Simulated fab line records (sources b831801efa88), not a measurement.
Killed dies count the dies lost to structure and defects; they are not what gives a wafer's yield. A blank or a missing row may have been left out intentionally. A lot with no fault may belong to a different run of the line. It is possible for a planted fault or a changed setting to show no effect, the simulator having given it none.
A single fault, viewed from 2 desks + flow sky130 + only its own numbers are on each desk; what lay behind them is given at the end

## METROLOGY DESK
What the gauges read for every lot (on any tool): the sampled wafers with a number, averaged. If a lot's mean is further than 4 standard deviations from the usual mean, the lot is out of limits and carries the mark OUT (the distance appears in the brackets).
Columns: A = INCOMING_BOW at SKY_FIELD_ISO_BOW_MEAS_00, usual 1 um; B = SONOS_ONO_OXIDATION_THK at SKY_SONOS_ONO_THK_MEAS_01, usual 2.59 nm; C = RES_XHIGH_TW at SKY_RES_XHIGH_TW_MEAS_09, usual 1647
| lot  | first seen here | A  | B               | C    |
|------|-----------------|----|-----------------|------|
| L204 | day 1 15:01     | 3  | 2.52            | 1657 |
| L208 | day 2 11:01     | -3 | 2.58            | 1637 |
| L209 | day 2 16:01     | 6  | 2.91 (+5.3) OUT | 1667 |
| L210 | day 2 21:02     | -2 | 2.98 (+6.4) OUT | 1654 |
| L211 | day 3 02:00     | -2 | 2.66            | 1652 |
| L219 | day 4 18:00     | 9  | 2.63            | 1599 |
| L220 | day 4 23:00     | 4  | 2.62            | 1672 |
| L221 | day 5 04:04     | 7  | 2.57            | 1600 |
| L222 | day 5 09:01     | -3 | 2.68            | 1666 |
| L224 | day 5 19:02     | 2  | 2.52            | 1663 |
| L225 | day 6 00:04     | -6 | 2.67            | 1649 |
| L226 | day 6 05:01     | 3  | 2.57            | 1601 |
This desk reports L209, L210 out of limits; the earliest was L209 at day 13 14:07 (SONOS_ONO_OXIDATION_THK at SKY_SONOS_ONO_THK_MEAS_01). L204, L208, L211, L219, L220, L221, L222, L224, L225, L226: within limits.

## THE TOOL OWNER'S DESK: furnace-02
The tool's own readings at SKY_SONOS_ONO_OXIDATION_00 (stabilise 600 s, purge 300 s, target thk 2.6 nm): means of the sampled wafers that have a number, for each lot that ran on this tool. If a lot's mean is further than 4 standard deviations from the usual mean, the lot is out of limits and carries the mark OUT (the distance appears in the brackets).
Columns: A = spike tc bottom C at SKY_SONOS_ONO_OXIDATION_00, usual 816.8 C; B = spike tc lower C at SKY_SONOS_ONO_OXIDATION_00, usual 800.7 C
| lot  | first seen here | A     | B     |
|------|-----------------|-------|-------|
| L204 | day 11 19:48    | 814.7 | 801.5 |
| L208 | day 13 05:55    | 815.8 | 800.9 |
| L209 | day 13 12:46    | 815.8 | 801.9 |
| L210 | day 13 17:07    | 815.2 | 801.6 |
| L224 | day 18 11:38    | 815.4 | 800.9 |
| L225 | day 18 16:19    | 815.6 | 801.7 |
This desk's finding: nothing out of limits on any of the 6 lots.

## PUT TOGETHER
An alarm was possible from the metrology desk at day 13 14:07, on L209, L210.
The tool owner's desk saw nothing out of limits.
Tool owner's desk: L209, L210 on record, inside its limits.
Every lot named ran SKY_SONOS_ONO_OXIDATION_00 on furnace-02.

## WHAT THE SIMULATOR HAD INSERTED
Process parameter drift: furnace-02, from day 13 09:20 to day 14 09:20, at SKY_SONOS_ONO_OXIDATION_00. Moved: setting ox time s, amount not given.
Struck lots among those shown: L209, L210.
Delay in hours, fault start to first out-of-limits reading, per desk: metrology desk 5.
